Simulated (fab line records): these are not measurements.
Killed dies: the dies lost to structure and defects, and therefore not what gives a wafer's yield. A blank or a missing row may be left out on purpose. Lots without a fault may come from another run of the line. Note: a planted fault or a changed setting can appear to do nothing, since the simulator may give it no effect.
Chamber matching ; flow sky130 ; rie-diel-04 running SKY_LI_CONTACT_ETCH_15: 4 sister chambers
The step etches PSG in C4F8/O2/Ar, stops on Si, target depth 600 nm. 8 wafers are shown with their chamber, then 7 later ones without.

WAFERS WITH THEIR CHAMBER
wafer;chamber;oes-product-au (a.u.)
L079.2;0;0.838
L082.2;0;0.841
L082.4;2;0.836
L086.1;2;0.832
L086.4;3;0.839
L086.6;1;0.833
L088.3;3;0.830
L088.5;1;0.837

WAFERS WITHOUT THEIR CHAMBER
wafer;oes-product-au (a.u.)
L088.6;0.823
L089.3;0.837
L089.5;0.838
L089.6;0.837
L095.1;0.835
L095.5;0.839
L095.6;0.836

WHICH CHAMBER EACH ONE RAN IN
wafer;from the rows above;in truth
L088.6;can't be placed: 2 or 3 or 1 or 0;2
L089.3;can't be placed: 1 or 0 or 3 or 2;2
L089.5;can't be placed: 0 or 1 or 3 or 2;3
L089.6;can't be placed: 1 or 0 or 3 or 2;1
L095.1;can't be placed: 1 or 3 or 2 or 0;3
L095.5;can't be placed: 0 or 1 or 3 or 2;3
L095.6;can't be placed: 1 or 3 or 2 or 0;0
0 of 7 placed correctly. Not placeable from these rows: 7 (in 7, the candidates include the true chamber). Number placed wrongly: 0.
How it was worked out, from the rows above alone: a wafer's distance from a chamber is the root of the sum, over the readings, of the square of ((its reading less the chamber's mean) divided by the reading's scatter). The wafer belongs to the nearest chamber; if the next one is less than 2 further off, it can't be placed. For every chamber, the mean is computed from those of its wafers that are shown. The scatter: take each reading less its chamber's mean, square it, sum over the shown wafers, divide by the number of wafers less the number of chambers, and take the root.
